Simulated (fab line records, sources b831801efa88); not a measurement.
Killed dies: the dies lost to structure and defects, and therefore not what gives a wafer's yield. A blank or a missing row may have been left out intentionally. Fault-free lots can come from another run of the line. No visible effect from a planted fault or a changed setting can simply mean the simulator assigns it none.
fab line records	flow sky130
[record] lots = 6	wafers = 18	lastDay = 49
route steps=708 shown SONOS_ONO@176 GATE_OXIDE@187 POLY_GATE@204 PAD_OPEN@708
lots that met no fault: from a run of the same line without faults
startH: hours from the record's first day to the start of the lot's first wafer shown	waitH: time in hours since the lot's previous step	" identical to the entry in the row above	L1.1+2: several wafers, shown together as one row	- no value, or no start was given	* or withheld: withheld	< > ~ a bound
route shown NAME@n: NAME is a module with steps in the file, n the number in the route of the first one	usual: average and standard deviation across the fault-free wafers	same: alike in all rows	chamber/n: place in a boat	sites: each site's reading	_std_site: the values' standard deviation	_edge_site: mean of outer sites minus mean of inner sites	radiusMm: for every site, how far away it sits from the centre of the wafer	mask NAME#n: copy n	behind: the last tool/chamber to shape the wafer	hold: why the lot went on hold/how many hours it stayed there/how the hold came to an end	device: transistor that didn't switch, given as n, p or np	end of line: tests of these same wafers at the route's end	for a step that has no rows: nothing shown but its recipe	killed: dies that structure and defects cost at the first sort, which is not the same as the wafer's yield	map: the dies of a wafer, with x for killed, . for not killed, _ for no die there
set.NAME: the setting that was run; set.NAME@STEP: the one run at that earlier step	model.NAME: the simulator's own value behind a step, which no gauge read
a table for each step, a row for each wafer; lots at some steps of the route
services: from which hour (startH, from the record's first day; less than 0 if before it) a tool's chamber was out of use, for how many hours, and why
[[steps]]
[step SKY_SONOS_ONO_COAT_08]
[recipe] resist = NOVOLAK	spinRpm = 3000	resistThkNm = 1159
[step SKY_SONOS_ONO_SOFTBAKE_09]
[recipe] tempC = 90	timeS = 60	resist = NOVOLAK
[step SKY_SONOS_ONO_EXPOSE_10]
[recipe] maskId = ONOM	targetCdNm = 410	na = 0.6	sourceShape = conventional	sigmaOuter = 0.6	doseMj = 150
[step SKY_SONOS_ONO_PEB_11]
[recipe] tempC = withheld	timeS = *	resist = NOVOLAK
[step SKY_SONOS_ONO_DEVELOP_12]
[recipe] developTimeS = 60	devTempC = 23
[step SKY_SONOS_ONO_CD_MEAS_13]
[recipe] targetCdNm = 410
[usual] cdNm = 409.5/2.3
lot.wafer	tool	chamber	startH	waitH	cdNm
L692.1	cdSem-01	-	280.96	0.1	410.5
L692.4	"	-	"	"	411.0
L692.5	"	-	"	"	410.6
L696.2	cdSem-02	-	314.09	0.1	407.5
L696.3	"	-	"	"	411.0
L696.4	"	-	"	"	409.4
L700.2	cdSem-01	-	350.58	0.1	407.4
L700.3	"	-	"	"	406.2
L700.4	"	-	"	"	405.1
L702.2	cdSem-01	-	368.54	0.1	408.9
L702.5	"	-	"	"	408.5
L702.6	"	-	"	"	409.5
L709.3	cdSem-02	-	422.60	0.1	410.1
L709.4	"	-	"	"	410.4
L709.5	"	-	"	"	409.1
L710.1	cdSem-02	-	438.53	0.2	409.0
L710.3	"	-	"	"	410.7
L710.4	"	-	"	"	411.3
[step SKY_SONOS_ONO_OVL_MEAS_14]
[usual] SONOS_ONO_OVL = 0.2/1.1
lot.wafer	tool	chamber	startH	waitH	SONOS_ONO_OVL[nm]
L692.1	overlay-02	-	281.08	0.1	2.7
L692.4	"	-	"	"	-0.1
L692.5	"	-	"	"	1.6
L696.2	overlay-01	-	314.19	0.1	-0.6
L696.3	"	-	"	"	0.3
L696.4	"	-	"	"	-0.4
L700.2	overlay-01	-	350.69	0.1	-1.4
L700.3	"	-	"	"	-0.1
L700.4	"	-	"	"	-1.6
L702.2	overlay-02	-	368.64	0.1	-1.6
L702.5	"	-	"	"	-0.2
L702.6	"	-	"	"	-1.0
L709.3	overlay-02	-	422.70	0.1	0.1
L709.4	"	-	"	"	-1.0
L709.5	"	-	"	"	1.1
L710.1	overlay-01	-	438.65	0.1	1.3
L710.3	"	-	"	"	1.7
L710.4	"	-	"	"	-1.2
[step SKY_SONOS_ONO_ETCH_15]
[recipe] targetDepthNm = 19.52	chemistry = CHF3/O2	sourceW = 600	biasW = 200	pressureMtorr = 40	chf3FlowSccm = 50	O2_flow_sccm = 5	timeS = 7.8
[usual] chamberPressureMTorr = 40.00/0.036	drypumpMotorCurrentA = 5.7/0.37	oesProductAu = 0.994/0.013	throttleValvePct = 8.823/0.01
lot.wafer	tool	chamber	startH	waitH	chamberPressureMTorr	drypumpMotorCurrentA	oesProductAu	rfHoursCounterH	throttleValvePct
L692.1	rieDiel-03	1	281.12	0.0	40.00	6.0	0.985	2	8.837
L692.4	"	2	"	"	40.05	5.6	1.023	-	8.847
L692.5	"	0	"	"	40.00	6.0	1.004	-	8.823
L696.2	rieDiel-04	2	314.22	0.0	39.99	6.0	0.986	79	8.816
L696.3	"	3	"	"	40.05	6.0	0.991	63	8.840
L696.4	"	1	"	"	40.00	5.0	1.005	64	8.813
L700.2	rieDiel-02	2	350.72	0.0	40.04	5.2	0.982	4	8.834
L700.3	"	3	"	"	40.03	6.2	0.984	6	8.840
L700.4	"	0	"	"	39.99	5.5	0.984	108	8.812
L702.2	rieDiel-03	0	368.67	0.0	40.00	6.0	1.014	64	8.831
L702.5	"	0	"	"	39.96	6.0	1.002	-	8.821
L702.6	"	1	"	"	39.99	6.0	0.980	-	8.836
L709.3	rieDiel-04	1	422.72	0.0	40.02	5.0	0.987	65	8.818
L709.4	"	3	"	"	40.03	5.9	0.993	65	8.828
L709.5	"	3	"	"	39.99	6.0	0.988	-	8.815
L710.1	rieDiel-03	0	438.69	0.0	40.02	6.0	0.995	65	8.811
L710.3	"	2	"	"	39.98	5.6	1.009	74	8.832
L710.4	"	3	"	"	39.99	5.8	0.999	2	8.827
[step SKY_SONOS_ONO_WET_ETCH_16]
[recipe] chemistry = dHF	targetDepthNm = 14	dry = n2Spin	target = SiO2	dilution = 100:1	tempC = 25	timeS = 280
[step SKY_SONOS_ONO_STRIP_17]
[recipe] chemistry = O2/N2	powerW = 1400	pressureMtorr = 1500	platenTempC = withheld	o2FlowSccm = 3000	n2FlowSccm = 300	overashFraction = 0.5
[usual] chamberPressureMTorr = 1499.7/1.3	drypumpMotorCurrentA = 5.8/0.49	oesProductAu = 0.710/0.0046	stripTimeToEndpointS = 14.31/0.037
lot.wafer	tool	chamber	startH	waitH	chamberPressureMTorr	drypumpMotorCurrentA	oesProductAu	rfHoursCounterH	stripTimeToEndpointS
L692.1	plasmaAsher-02	0	281.22	0.0	1499.4	5.8	0.719	57	14.31
L692.4	"	0	"	"	1497.1	5.8	0.710	-	14.30
L692.5	"	1	"	"	1501.0	5.1	0.716	-	14.31
L696.2	plasmaAsher-02	1	314.33	0.0	1500.2	5.1	0.705	61	14.32
L696.3	"	1	"	"	1499.0	5.1	0.712	-	14.25
L696.4	"	0	"	"	1499.4	5.8	0.711	-	14.28
L700.2	plasmaAsher-02	0	350.83	0.0	1502.2	5.9	0.710	62	14.29
L700.3	"	1	"	"	1499.6	5.1	0.709	-	14.30
L700.4	"	0	"	"	1497.9	5.8	0.710	-	14.30
L702.2	plasmaAsher-03	1	368.78	0.0	1501.7	6.2	0.718	68	14.25
L702.5	"	0	"	"	1499.0	6.2	0.716	-	14.21
L702.6	"	1	"	"	1499.1	6.2	0.715	-	14.27
L709.3	plasmaAsher-01	0	422.86	0.0	1500.8	5.8	0.702	-	14.36
L709.4	"	1	"	"	1501.6	4.9	0.716	-	14.36
L709.5	"	1	"	"	1498.1	4.9	0.711	-	14.29
L710.1	plasmaAsher-02	0	438.80	0.0	1500.8	5.8	0.706	1	14.34
L710.3	"	0	"	"	1499.7	5.8	0.716	-	14.34
L710.4	"	1	"	"	1499.1	5.1	0.705	-	14.35
[step SKY_SONOS_ONO_WET_ETCH_18]
[recipe] chemistry = H3PO4	targetDepthNm = 15	target = Si3N4	tempC = 160	timeS = 172
[step SKY_GATE_OXIDE_CLEAN_00]
[recipe] chemistry = SC1/SC2	mix = 1:4:20	tempC = 70	timeS = 150	dry = n2Spin
[step SKY_GATE_OXIDE_OXIDATION_01]
[recipe] tempC = 900	ambient = O2	stabiliseS = 600	purgeS = 300	targetThkA = 102.68	oxTimeS = 1473
[usual] spikeTcCentreC = 899.7/0.96	spikeTcLowerC = 901.3/1	spikeTcTopC = 910.3/1.6	spikeTcUpperC = 900.9/1.2	tubeCenterTempC = 900/0.089	tube_center_temp_C_max = 902.4/0.44	zonePowerLowerPct = 16.9/0.34
lot.wafer	tool	chamber	startH	waitH	spikeTcCentreC	spikeTcLowerC	spikeTcTopC	spikeTcUpperC	tubeCenterTempC	tube_center_temp_C_max	zonePowerLowerPct	model.SiO2_of_GATE_OXIDE_OXIDATION_01.thkNm
L692.1	furnace-02	0	283.07	1.6	900.6	900.2	910.0	899.7	899.92	902.3	16.9	10.19
L692.4	"	0	"	"	899.0	899.7	907.2	900.1	900.1	902.9	17.2	10.16
L692.5	"	0	"	"	898.4	901.5	909.8	900.7	900.07	902.5	17.4	10.2
L696.2	furnace-01	0	315.12	0.6	898.4	903.3	911.0	901.9	900.08	902.7	16.7	10.47
L696.3	"	0	"	"	899.1	902.9	911.2	902.3	899.91	902.0	16.8	10.19
L696.4	"	0	"	"	899.6	901.0	911.4	902.7	900.03	902.6	16.7	10.06
L700.2	furnace-02	0	353.28	2.2	895.4	894.0	904.3	894.2	894.48	896.4	17.2	9.819
L700.3	"	0	"	"	894.6	895.7	903.0	893.9	894.53	896.9	17.0	9.756
L700.4	"	0	"	"	893.7	895.7	904.1	892.9	894.47	897.1	17.0	9.797
L702.2	furnace-02	0	368.98	0.0	894.8	895.7	904.5	894.2	894.31	897.2	17.1	9.683
L702.5	"	0	"	"	897.4	893.3	903.4	894.0	894.52	897.1	16.8	9.49
L702.6	"	0	"	"	892.7	895.2	903.5	894.9	894.47	897.2	17.3	9.698
L709.3	furnace-01	0	423.03	0.0	901.0	900.7	911.2	902.3	899.81	901.8	16.9	10.48
L709.4	"	0	"	"	900.3	904.1	910.9	899.1	899.91	902.2	16.4	10.55
L709.5	"	0	"	"	899.2	902.5	911.1	899.7	900.07	902.4	16.4	10.47
L710.1	furnace-02	0	439.00	0.0	901.7	901.2	907.0	899.8	900.11	902.6	17.0	10.2
L710.3	"	0	"	"	899.8	901.2	909.7	900.6	899.92	902.0	17.0	10.31
L710.4	"	0	"	"	898.9	901.9	908.8	901.1	900.06	902.2	17.2	10.01
[step SKY_GATE_OXIDE_THK_MEAS_02]
[recipe] reads = SiO2_of_GATE_OXIDE_OXIDATION_01
[usual] GATE_OXIDE_OXIDATION_00_THK = 10.29/0.19
lot.wafer	tool	chamber	startH	waitH	GATE_OXIDE_OXIDATION_00_THK[nm]
L692.1	filmMetro-01	-	284.48	0.0	10.16
L692.4	"	-	"	"	10.15
L692.5	"	-	"	"	10.19
L696.2	filmMetro-04	-	316.54	0.0	10.51
L696.3	"	-	"	"	10.22
L696.4	"	-	"	"	10.08
L700.2	filmMetro-01	-	354.69	0.0	9.85
L700.3	"	-	"	"	9.76
L700.4	"	-	"	"	9.76
L702.2	filmMetro-04	-	370.40	0.0	9.62
L702.5	"	-	"	"	9.46
L702.6	"	-	"	"	9.70
L709.3	filmMetro-01	-	424.46	0.0	10.49
L709.4	"	-	"	"	10.54
L709.5	"	-	"	"	10.47
L710.1	filmMetro-04	-	440.41	0.0	10.21
L710.3	"	-	"	"	10.33
L710.4	"	-	"	"	10.00
[step SKY_GATE_OXIDE_DEHYDRATE_03]
[recipe] tempC = 200	timeS = 60
[step SKY_GATE_OXIDE_HMDS_04]
[recipe] primeTimeS = 60	primeTempC = 120
[step SKY_GATE_OXIDE_COAT_05]
[recipe] resist = NOVOLAK	spinRpm = 3000	resistThkNm = 1140
[step SKY_GATE_OXIDE_SOFTBAKE_06]
[recipe] tempC = 90	timeS = 60	resist = NOVOLAK
[step SKY_GATE_OXIDE_EXPOSE_07]
[recipe] maskId = LVOM	na = 0.6	sourceShape = conventional	sigmaOuter = 0.6	polarization = unpolarized	targetCdNm = 600	doseMj = 170
[step SKY_GATE_OXIDE_PEB_08]
[recipe] tempC = withheld	timeS = *	resist = NOVOLAK
[step SKY_GATE_OXIDE_DEVELOP_09]
[recipe] resist = NOVOLAK	developer = TMAH	developTimeS = 60	devTempC = 23
[step SKY_GATE_OXIDE_OVL_MEAS_10]
[usual] GATE_OXIDE_OVL = -0.5/1.4
lot.wafer	tool	chamber	startH	waitH	GATE_OXIDE_OVL[nm]
L692.1	overlay-01	-	309.66	0.1	0.6
L692.4	"	-	"	"	-2.5
L692.5	"	-	"	"	-3.3
L696.2	overlay-01	-	343.28	0.1	-0.2
L696.3	"	-	"	"	-0.7
L696.4	"	-	"	"	0.3
L700.2	overlay-01	-	382.42	0.1	0.2
L700.3	"	-	"	"	-1.0
L700.4	"	-	"	"	0.2
L702.2	overlay-02	-	399.33	0.1	-1.7
L702.5	"	-	"	"	-1.3
L702.6	"	-	"	"	-1.8
L709.3	overlay-01	-	455.02	0.1	-0.6
L709.4	"	-	"	"	-0.9
L709.5	"	-	"	"	-1.6
L710.1	overlay-02	-	470.81	0.1	-1.9
L710.3	"	-	"	"	0.3
L710.4	"	-	"	"	-1.8
[step SKY_GATE_OXIDE_IMPLANT_11]
[recipe] species = B	energyKev = 10	doseCm2 = 2.6e+12	tiltDeg = withheld
[step SKY_GATE_OXIDE_WET_ETCH_12]
[recipe] chemistry = dHF	targetDepthNm = 16.8	dry = n2Spin	target = SiO2	dilution = 100:1	tempC = 25	timeS = 336
[step SKY_GATE_OXIDE_STRIP_13]
[recipe] chemistry = O2/N2	powerW = 1400	pressureMtorr = 1500	platenTempC = withheld	o2FlowSccm = 3000	n2FlowSccm = 300	overashFraction = 0.5
[usual] chamberPressureMTorr = 1500.0/1.4	drypumpMotorCurrentA = 5.5/0.46	oesProductAu = 0.715/0.0045	stripTimeToEndpointS = 14.15/0.044
lot.wafer	tool	chamber	startH	waitH	chamberPressureMTorr	drypumpMotorCurrentA	oesProductAu	rfHoursCounterH	stripTimeToEndpointS
L692.1	plasmaAsher-04	1	309.96	0.0	1501.5	6.4	0.722	51	14.16
L692.4	"	0	"	"	1498.6	5.7	0.720	-	14.10
L692.5	"	0	"	"	1497.4	5.7	0.709	-	14.18
L696.2	plasmaAsher-01	1	343.56	0.0	1500.1	4.9	0.712	22	14.14
L696.3	"	1	"	"	1499.9	4.9	0.723	-	14.14
L696.4	"	0	"	"	1500.2	5.8	0.711	-	14.11
L700.2	plasmaAsher-02	0	382.71	0.0	1499.1	5.9	0.710	65	14.11
L700.3	"	0	"	"	1500.2	5.8	0.716	-	14.14
L700.4	"	1	"	"	1500.0	5.1	0.715	-	14.13
L702.2	plasmaAsher-01	1	399.61	0.0	1500.4	4.9	0.721	28	14.12
L702.5	"	1	"	"	1503.1	4.9	0.703	-	14.09
L702.6	"	0	"	"	1499.6	5.8	0.714	-	14.13
L709.3	plasmaAsher-02	0	455.34	0.0	1499.0	5.8	0.709	-	14.12
L709.4	"	1	"	"	1501.7	5.1	0.713	-	14.15
L709.5	"	1	"	"	1501.4	5.1	0.716	-	14.11
L710.1	plasmaAsher-01	0	471.11	0.0	1502.2	5.8	0.716	37	14.15
L710.3	"	0	"	"	1497.4	5.8	0.717	-	14.13
L710.4	"	1	"	"	1498.3	4.9	0.723	-	14.09
[step SKY_GATE_OXIDE_TW_MEAS_14]
[usual] GATE_OXIDE_TW = 224.9/1.1
lot.wafer	tool	chamber	startH	waitH	GATE_OXIDE_TW
L692.1	filmMetro-01	-	310.06	0.1	224.3
L692.4	"	-	"	"	223.6
L692.5	"	-	"	"	224.5
L696.2	filmMetro-01	-	343.67	0.1	225.6
L696.3	"	-	"	"	224.0
L696.4	"	-	"	"	225.2
L700.2	filmMetro-01	-	382.82	0.1	224.6
L700.3	"	-	"	"	225.0
L700.4	"	-	"	"	224.5
L702.2	filmMetro-03	-	399.72	0.1	223.9
L702.5	"	-	"	"	223.8
L702.6	"	-	"	"	224.3
L709.3	filmMetro-01	-	455.43	0.1	225.9
L709.4	"	-	"	"	223.9
L709.5	"	-	"	"	224.5
L710.1	filmMetro-03	-	471.21	0.1	227.4
L710.3	"	-	"	"	226.6
L710.4	"	-	"	"	225.9
[step SKY_GATE_OXIDE_CLEAN_15]
[recipe] chemistry = SC1/SC2	mix = 1:4:20	tempC = 70	timeS = 150	dry = n2Spin
[step SKY_GATE_OXIDE_OXIDATION_16]
[recipe] tempC = 800	ambient = O2	idleTempC = 700	rampUpCPerMin = 10	rampDownCPerMin = 3	stabiliseS = 600	purgeS = 300	targetThkA = 35.7	oxTimeS = 1915
[usual] spikeTcCentreC = 799.6/1	spikeTcLowerC = 801.5/1	spikeTcTopC = 812.7/1.5	spikeTcUpperC = 801.3/1.2	tubeCenterTempC = 799.99/0.07	tube_center_temp_C_max = 802.0/0.35	zonePowerLowerPct = 13.2/0.3
lot.wafer	tool	chamber	startH	waitH	spikeTcCentreC	spikeTcLowerC	spikeTcTopC	spikeTcUpperC	tubeCenterTempC	tube_center_temp_C_max	zonePowerLowerPct	model.SiO2_of_GATE_OXIDE_OXIDATION_01.thkNm
L692.1	furnace-01	0	312.09	1.9	800.8	801.9	813.9	798.2	799.98	801.9	13.2	11.57
L692.4	"	0	"	"	798.2	801.5	812.9	799.8	799.98	801.7	12.8	11.54
L692.5	"	0	"	"	799.3	801.2	814.8	800.9	799.93	801.8	12.7	11.59
L696.2	furnace-01	0	344.06	0.3	798.1	802.0	812.5	802.1	799.94	801.9	13.1	11.82
L696.3	"	0	"	"	800.6	802.3	813.9	802.2	799.96	802.2	12.8	11.55
L696.4	"	0	"	"	798.9	802.4	813.4	803.0	799.93	802.4	13.0	11.46
L700.2	furnace-01	0	382.92	0.0	798.3	801.3	812.2	799.7	800.12	801.6	12.8	11.23
L700.3	"	0	"	"	799.2	802.3	813.6	802.2	800.08	801.9	12.9	11.12
L700.4	"	0	"	"	799.8	800.3	814.2	801.4	799.99	801.4	12.9	11.18
L702.2	furnace-01	0	400.49	0.7	799.2	802.6	811.6	802.6	800.09	801.8	12.8	11.1
L702.5	"	0	"	"	799.4	801.5	814.8	802.9	800.05	802.9	13.0	10.91
L702.6	"	0	"	"	799.5	800.4	813.4	802.3	799.91	802.4	12.9	11.11
L709.3	furnace-02	0	455.52	0.0	800.1	802.6	810.7	801.4	800.04	801.8	13.4	11.85
L709.4	"	0	"	"	800.4	800.2	810.2	800.4	799.99	802.4	13.6	11.91
L709.5	"	0	"	"	798.8	802.0	810.9	799.2	800.01	802.4	13.5	11.83
L710.1	furnace-01	0	471.32	0.0	800.2	801.6	814.9	799.8	799.91	802.3	13.1	11.56
L710.3	"	0	"	"	798.4	801.7	812.7	801.8	800.05	802.4	12.9	11.67
L710.4	"	0	"	"	799.1	800.4	815.7	801.7	800.11	801.9	12.8	11.4
[step SKY_POLY_GATE_CVD_00]
[recipe] material = poly-Si	targetThkNm = 180	tempC = 620	timeS = 720	pressureMtorr = 200
[step SKY_PAD_OPEN_PROBE_99]
[usual] killed_at_M0_to_M3 = 43/7	killed_at_M4_up = 3.0/1.9	killedAtContacts = 24/4.6	killedAtFrontEnd = 15/4.1	killedAtOther = 0.3/0.52	killedDies = 84/9.7	killedOpen = 46/6.9	killedShort = 38/6.8
[same] grossDies = 492	killedAtBackSide = 0
lot.wafer	tool	chamber	startH	waitH	killed_at_M0_to_M3	killed_at_M4_up	killedAtContacts	killedAtFrontEnd	killedAtOther	killedDies	killedOpen	killedShort	model.etest.nfet_16v.rOnOhmUm	model.etest.tipSonos.rsOhmSq	model.etest.pfetG5v0d10v5.rOnOhmUm	model.etest.nfetG5v0d10v5.rOnOhmUm	model.etest.nfetG5v0d10v5.driveUaUm	model.etest.nfet_05v0_nvt.driveUaUm	model.etest.pfetG5v0d10v5.driveUaUm	model.etest.nfet_16v.driveUaUm
L692.1	prober-02	-	1075.81	0.1	38	2	25	19	0	84	53	30	1.431e+04	2721	4801	1882	605.2	572.4	343.5	219.4
L692.4	prober-02	-	1075.96	0.2	32	2	19	18	1	72	42	27	1.428e+04	2699	4746	1871	611.1	578	349.3	221.3
L692.5	prober-02	-	1076.01	0.2	38	4	27	14	0	83	50	32	1.412e+04	2748	4722	1877	612	576	350.9	222.2
L696.2	prober-02	-	1102.41	0.1	46	3	30	12	0	91	50	41	1.458e+04	2728	4806	1896	597.7	562.7	336.5	213.4
L696.3	prober-02	-	1102.46	0.2	44	2	23	13	0	82	50	32	1.433e+04	2632	4737	1885	607	575.5	343.5	219.8
L700.2	prober-02	-	1130.48	0.1	35	1	25	16	0	77	46	30	1.381e+04	2620	4674	1834	633.2	594.7	348.6	230
L700.3	prober-02	-	1130.53	0.2	39	5	21	11	0	76	42	33	1.389e+04	2619	4661	1852	633.2	595.1	349.2	233
L700.4	prober-02	-	1130.58	0.2	42	2	25	14	0	83	44	39	1.389e+04	2675	4738	1860	626.9	592	345.8	231.6
L702.2	prober-01	-	1138.93	0.1	43	2	20	12	0	77	43	34	1.371e+04	2646	4621	1863	632.5	604.4	352.6	236.9
L702.5	prober-01	-	1139.08	0.2	51	4	27	13	0	95	50	42	1.37e+04	2618	4598	1834	639.3	610	357.7	240.1
L702.6	prober-01	-	1139.13	0.2	46	4	20	8	1	79	44	35	1.387e+04	2645	4564	1844	631.4	600.7	362.9	234.5
L709.3	prober-02	-	1174.88	0.2	48	2	24	14	0	88	51	37	1.451e+04	2718	4713	1870	600.5	572.4	344.8	214.7
L709.4	prober-02	-	1174.93	0.2	40	3	24	8	1	76	42	33	1.446e+04	2760	4702	1904	594.7	564.5	340.4	212.2
L709.5	prober-02	-	1174.98	0.2	46	2	28	11	0	87	42	45	1.453e+04	2711	4776	1905	601.1	566.3	339	213.7
L710.1	prober-01	-	1178.71	0.1	34	2	22	14	0	72	37	34	1.412e+04	2776	4766	1895	607	578.4	342.2	223.3
L710.3	prober-01	-	1178.81	0.2	43	5	28	10	0	86	45	39	1.413e+04	2753	4741	1896	602.7	579.2	339.7	221.6
L710.4	prober-01	-	1178.86	0.2	34	2	23	16	1	76	48	26	1.391e+04	2731	4638	1828	624.2	589.7	353.1	228.7
// killed by level:class
L692.1 VIA1:geometricParticle:open=12 LI_CONTACT:geometricParticle:open=9 VIA3:geometricParticle:open=7 CONTACT:geometricParticle:short=6 VIA2:geometricParticle:open=6 POLY_GATE:geometricParticle:open=5 CONTACT:geometricParticle:open=5 FIELD_ISO:geometricParticle:short=4
L692.4 CONTACT:geometricParticle:open=7 FIELD_ISO:geometricParticle:open=6 LI_CONTACT:geometricParticle:open=6 METAL1:geometricParticle:short=6 VIA1:geometricParticle:open=5 VIA3:geometricParticle:open=4 METAL2:geometricParticle:open=4 FIELD_ISO:geometricParticle:short=3
L692.5 VIA1:geometricParticle:open=11 CONTACT:geometricParticle:open=9 LI_CONTACT:geometricParticle:open=8 METAL2:geometricParticle:short=8 VIA3:geometricParticle:open=6 CONTACT:geometricParticle:short=5 FIELD_ISO:geometricParticle:short=4 POLY_GATE:geometricParticle:open=4
L696.2 CONTACT:geometricParticle:open=11 VIA1:geometricParticle:open=10 LI_CONTACT:geometricParticle:open=9 VIA1:geometricParticle:short=7 LOCAL_INTERCONNECT:geometricParticle:short=6 POLY_GATE:geometricParticle:short=5 METAL1:geometricParticle:short=5 POLY_GATE:geometricParticle:open=4
L696.3 VIA1:geometricParticle:open=15 CONTACT:geometricParticle:open=11 VIA2:geometricParticle:open=8 VIA3:geometricParticle:open=6 VIA1:geometricParticle:short=5 POLY_GATE:geometricParticle:short=5 LOCAL_INTERCONNECT:geometricParticle:short=5 LI_CONTACT:geometricParticle:open=5
L700.2 CONTACT:geometricParticle:open=9 VIA1:geometricParticle:open=9 LI_CONTACT:geometricParticle:open=7 FIELD_ISO:geometricParticle:short=6 VIA3:geometricParticle:open=6 VIA2:geometricParticle:short=5 LOCAL_INTERCONNECT:geometricParticle:short=4 FIELD_ISO:geometricParticle:open=3
L700.3 VIA3:geometricParticle:open=9 CONTACT:geometricParticle:open=8 LI_CONTACT:geometricParticle:open=6 VIA1:geometricParticle:open=6 METAL2:geometricParticle:short=6 VIA3:geometricParticle:short=5 VIA2:geometricParticle:short=5 FIELD_ISO:geometricParticle:open=4
L700.4 VIA1:geometricParticle:open=12 FIELD_ISO:geometricParticle:short=8 VIA2:geometricParticle:open=7 CONTACT:geometricParticle:short=6 CONTACT:geometricParticle:open=6 LI_CONTACT:geometricParticle:open=5 VIA2:geometricParticle:short=5 VIA3:geometricParticle:open=5
L702.2 VIA2:geometricParticle:open=8 CONTACT:geometricParticle:open=7 VIA3:geometricParticle:open=7 METAL2:geometricParticle:short=6 LI_CONTACT:geometricParticle:open=5 VIA1:geometricParticle:open=5 FIELD_ISO:geometricParticle:short=4 LI_CONTACT:geometricParticle:short=4
L702.5 VIA1:geometricParticle:open=10 CONTACT:geometricParticle:open=9 VIA3:geometricParticle:open=8 METAL1:geometricParticle:short=7 LI_CONTACT:geometricParticle:open=7 LOCAL_INTERCONNECT:geometricParticle:short=6 METAL2:geometricParticle:short=6 VIA2:geometricParticle:short=5
L702.6 VIA1:geometricParticle:open=10 VIA2:geometricParticle:open=9 VIA3:geometricParticle:open=7 LI_CONTACT:geometricParticle:open=6 LI_CONTACT:geometricParticle:short=4 METAL1:geometricParticle:open=4 LOCAL_INTERCONNECT:geometricParticle:short=4 CONTACT:geometricParticle:open=4
L709.3 VIA2:geometricParticle:open=14 VIA1:geometricParticle:open=10 METAL1:geometricParticle:short=8 CONTACT:geometricParticle:short=8 CONTACT:geometricParticle:open=7 LI_CONTACT:geometricParticle:open=6 FIELD_ISO:geometricParticle:short=5 FIELD_ISO:geometricParticle:open=4
L709.4 LI_CONTACT:geometricParticle:open=8 VIA1:geometricParticle:open=7 CONTACT:geometricParticle:open=6 METAL2:geometricParticle:short=6 CONTACT:geometricParticle:short=5 METAL1:geometricParticle:short=5 VIA2:geometricParticle:open=5 VIA3:geometricParticle:open=5
L709.5 CONTACT:geometricParticle:open=13 VIA1:geometricParticle:open=12 CONTACT:geometricParticle:short=9 METAL1:geometricParticle:short=6 VIA1:geometricParticle:short=6 METAL2:geometricParticle:short=6 FIELD_ISO:geometricParticle:open=4 METAL3:geometricParticle:short=4
L710.1 LI_CONTACT:geometricParticle:open=7 VIA3:geometricParticle:open=6 CONTACT:geometricParticle:open=5 METAL1:geometricParticle:short=5 POLY_GATE:geometricParticle:open=4 CONTACT:geometricParticle:short=4 METAL2:geometricParticle:short=4 VIA1:geometricParticle:open=4
L710.3 CONTACT:geometricParticle:open=8 VIA2:geometricParticle:open=8 LI_CONTACT:geometricParticle:open=7 LOCAL_INTERCONNECT:geometricParticle:short=6 VIA3:geometricParticle:open=6 METAL3:geometricParticle:short=6 CONTACT:geometricParticle:short=5 VIA1:geometricParticle:open=5
L710.4 CONTACT:geometricParticle:open=9 VIA1:geometricParticle:open=9 VIA3:geometricParticle:open=9 LI_CONTACT:geometricParticle:open=6 METAL1:geometricParticle:short=6 FIELD_ISO:geometricParticle:open=5 VIA2:geometricParticle:open=5 SPACER:geometricParticle:short=4
[[services]]
tool	chamber	startH	hours	kind
rieDiel-02	2	269.64	5.9	repair
plasmaAsher-04	-	269.71	2.5	repair
rieDiel-03	3	269.82	43.1	repair
rieDiel-04	2	273.54	3.2	repair
furnace-02	-	275.60	3.3	pm
furnace-01	-	306.32	2.9	pm
plasmaAsher-02	-	317.14	23.7	repair
rieDiel-02	3	322.65	4.2	repair
rieDiel-02	3	332.59	1.3	repair
plasmaAsher-01	-	336.10	2.2	repair
rieDiel-04	3	336.23	7.4	repair
furnace-01	-	347.11	3.1	pm
plasmaAsher-03	-	347.84	1.4	repair
rieDiel-02	2	382.81	4.2	repair
plasmaAsher-04	-	405.11	67.0	repair
plasmaAsher-02	-	421.25	9.0	pm
rieDiel-02	0	439.47	4.1	repair
furnace-02	-	441.94	3.1	pm
furnace-02	-	445.08	3.8	pm
rieDiel-02	2	455.32	6.1	repair
rieDiel-02	3	458.50	3.1	repair
plasmaAsher-04	-	461.91	2.1	repair
rieDiel-04	-	462.57	2.8	pm
rieDiel-04	1	471.09	8.8	repair
[[key]]
[firstSign] step = SKY_GATE_OXIDE_OXIDATION_01	reading = tubeCenterTempC	direction = down	sigmas = 62	usual = *	struck = *
[effect] step = SKY_GATE_OXIDE_OXIDATION_01	reading = tube_center_temp_C_max	direction = down	sigmas = 12	usual = *	struck = *
[effect] step = SKY_GATE_OXIDE_THK_MEAS_02	reading = GATE_OXIDE_OXIDATION_00_THK	direction = down	sigmas = 3.2	usual = 10.29	struck = 9.69
[modelEffect] step = SKY_GATE_OXIDE_OXIDATION_01	value = SiO2_of_GATE_OXIDE_OXIDATION_01.thkNm	without = 10.32	struck = 9.707
[modelEffect] step = SKY_GATE_OXIDE_OXIDATION_16	value = SiO2_of_GATE_OXIDE_OXIDATION_01.thkNm	without = 11.67	struck = 11.11
[modelEffect] step = SKY_PAD_OPEN_PROBE_99	value = etest.nfet_16v.rOnOhmUm	without = 1.414e+04	struck = 1.381e+04
metAt SKY_GATE_OXIDE_OXIDATION_01
struckWafers L700.2,L700.3,L700.4,L702.2,L702.5,L702.6
testerLeftOut L700,L702
onsetBetween 283.07 353.28
[fault] kind = processParameterDrift	tool = furnace-02	chamber = -	onsetH = 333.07	steps = SKY_GATE_OXIDE_OXIDATION_01	channel = tempC	offset = *	shape = step	endH = 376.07	actsIn = *	stated = *
// testerLeftOut: of these lots the tester's yield and bins aren't shown, on N5 and GAA mostly nor the transistor test; their killed dies are dies lost to structure and defects alone, not to doping, threshold or leakage, so they don't give the yield
